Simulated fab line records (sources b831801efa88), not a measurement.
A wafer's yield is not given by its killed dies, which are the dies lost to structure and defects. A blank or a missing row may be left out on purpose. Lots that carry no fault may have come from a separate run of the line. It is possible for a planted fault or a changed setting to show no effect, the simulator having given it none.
What tool caused it? ; flow sky130 ; 12 lots, 35 wafers sampled, at 5 steps of a route of 708

== WHAT EACH GAUGE READ, for each wafer ==
SKY_METAL5_THK_MEAS_06: measures by xrf.
lot;measured;on;METAL5_ALCU_THK (nm)
L160;day 44 23:55;film metro-03;1172 1165 1166
L161;day 45 00:49;film metro-03;1174 1162 1158
L162;day 45 01:29;film metro-02;1183 1181 1161
L163;day 45 04:21;film metro-03;1161 1151 1160
L165;day 45 15:31;film metro-01;1172 1164 1173
L164;day 45 16:13;film metro-02;1162 1157 1161
L169;day 46 21:09;film metro-01;1168 1171 1183
L171;day 47 09:40;film metro-03;1157 1149
L176;day 48 13:06;film metro-03;1182 1163 1168
L177;day 48 20:07;film metro-03;1172 1171 1177
L178;day 48 22:08;film metro-02;1153 1139 1136
L179;day 48 23:23;film metro-03;1149 1140 1131

== WHICH TOOL RAN EACH LOT (tool, then ch and the chambers of the sampled wafers, then the start) ==
lot;SKY_METAL4_SPUTTER_00;SKY_METAL4_SPUTTER_03;SKY_VIA4_COAT_06;SKY_VIA4_STRIP_13
L160;pvd sputter-04, day 41 20:06;pvd sputter-04, day 41 20:11;litho track-04 ch 0, day 44 10:50;plasma asher-01 ch 0,1, day 44 22:14
L161;pvd sputter-04, day 41 21:58;pvd sputter-04, day 41 22:03;litho track-01 ch 0, day 44 12:11;plasma asher-01 ch 0,1, day 44 23:14
L162;pvd sputter-03, day 41 22:36;pvd sputter-03, day 41 22:41;litho track-01 ch 0, day 44 12:48;plasma asher-01 ch 0,1, day 44 23:54
L163;pvd sputter-04, day 42 02:30;pvd sputter-04, day 42 02:35;litho track-04 ch 0, day 44 15:26;plasma asher-04 ch 0,1, day 45 02:44
L165;pvd sputter-03, day 42 14:58;pvd sputter-03, day 42 15:02;litho track-04 ch 0, day 45 02:22;plasma asher-01 ch 0,1, day 45 13:56
L164;pvd sputter-04, day 42 15:38;pvd sputter-04, day 42 15:43;litho track-03 ch 0, day 45 02:56;plasma asher-04 ch 0,1, day 45 14:39
L169;pvd sputter-04, day 43 22:03;pvd sputter-04, day 43 22:08;litho track-04 ch 0, day 46 08:16;plasma asher-02 ch 0,1, day 46 19:30
L171;pvd sputter-04, day 44 12:35;pvd sputter-04, day 44 12:41;litho track-04 ch 0, day 46 20:56;plasma asher-01 ch 0,1, day 47 08:03
L176;pvd sputter-01, day 45 18:14;pvd sputter-01, day 45 18:20;litho track-03 ch 0, day 48 01:08;plasma asher-04 ch 0,1, day 48 11:32
L177;pvd sputter-03, day 46 02:08;pvd sputter-03, day 46 02:14;litho track-03 ch 0, day 48 09:16;plasma asher-04 ch 0,1, day 48 18:32
L178;pvd sputter-04, day 46 04:05;pvd sputter-04, day 46 04:11;litho track-03 ch 0, day 48 10:50;plasma asher-01 ch 0,1, day 48 20:32
L179;pvd sputter-01, day 46 06:29;pvd sputter-01, day 46 06:34;litho track-03 ch 0, day 48 12:38;plasma asher-01 ch 0,1, day 48 21:45
- SKY_METAL4_SPUTTER_00: material Ti, target thk 15 nm, time 10 s.
- SKY_METAL4_SPUTTER_03: material Ti, target thk 5 nm, time 3.3 s.
- SKY_VIA4_COAT_06: resist thk 1140 nm.
- SKY_VIA4_STRIP_13: strips in O2/N2.

== AS READ BY THE TOOLS THEMSELVES (means over the sampled wafers that have a number; for cases with no such wafer, the mark the record gives instead) ==
SKY_METAL4_SPUTTER_00.
lot;tool;throttle valve pct (%)
L160;pvd sputter-04;29.6
L161;pvd sputter-04;29.5
L162;pvd sputter-03;30.2
L163;pvd sputter-04;28.3
L165;pvd sputter-03;30.0
L164;pvd sputter-04;29.1
L169;pvd sputter-04;28.8
L171;pvd sputter-04;30.4
L176;pvd sputter-01;31.4
L177;pvd sputter-03;30.3
L178;pvd sputter-04;29.6
L179;pvd sputter-01;31.7

SKY_METAL4_SPUTTER_03.
lot;tool;throttle valve pct (%)
L160;pvd sputter-04;29.6
L161;pvd sputter-04;29.7
L162;pvd sputter-03;30.2
L163;pvd sputter-04;28.2
L165;pvd sputter-03;30.0
L164;pvd sputter-04;29.1
L169;pvd sputter-04;28.8
L171;pvd sputter-04;30.4
L176;pvd sputter-01;31.4
L177;pvd sputter-03;30.3
L178;pvd sputter-04;29.6
L179;pvd sputter-01;31.6

SKY_VIA4_STRIP_13.
lot;tool;drypump motor current A (A);oes product au (a.u.);strip time to endpoint s (s)
L160;plasma asher-01;5.6;0.707;12.771
L161;plasma asher-01;5.5;0.709;12.802
L162;plasma asher-01;5.6;0.714;12.793
L163;plasma asher-04;6.3;0.708;12.790
L165;plasma asher-01;5.3;0.715;12.776
L164;plasma asher-04;6.3;0.712;12.790
L169;plasma asher-02;5.4;0.707;12.440
L171;plasma asher-01;5.5;0.715;12.527
L176;plasma asher-04;6.2;0.707;12.813
L177;plasma asher-04;6.2;0.710;12.808
L178;plasma asher-01;5.3;0.710;12.815
L179;plasma asher-01;5.3;0.709;12.802

== THE ANSWER, worked out from the rows above alone ==
Rule: the lots themselves supply what counts as usual. The widest of any qualifying gaps counts: lots, ordered by their means at a reading, are off when they make up no more than a third of the lots, leave a main group of 4 or more, and stand apart from it by 3 or more times the standard deviation of that group's means. Not used: any main group whose means are identical at the precision the tables above print for the reading. Also off: a lot with no number at a reading for which 4 or more lots have one. The other lots that the step has rows for count as sound. First the gauges in route order, then the tools' own readings, where a lot's mean is used as printed above. At the first step where some lot is off, the reading lying furthest off is the one used; lots without a number count as furthest.
Off at SKY_VIA4_STRIP_13 (strip time to endpoint s): L169, L171. Main group: mean 12.796 s, sd 0.014.
If a tool, at that step or one of the process steps before it, ran each lot that is off and ran no sound lot following the first of them, it fits. One fits: litho track-04 at SKY_VIA4_COAT_06. Its last sound lot is L165 (day 45 02:22), its first lot that is off L169 (day 46 08:16): a fault that began between those two fits.

== WHAT THE SIMULATOR HAD INSERTED ==
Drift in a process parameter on litho track-04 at SKY_VIA4_COAT_06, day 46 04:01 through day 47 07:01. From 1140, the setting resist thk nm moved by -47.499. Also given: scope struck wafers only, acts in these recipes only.
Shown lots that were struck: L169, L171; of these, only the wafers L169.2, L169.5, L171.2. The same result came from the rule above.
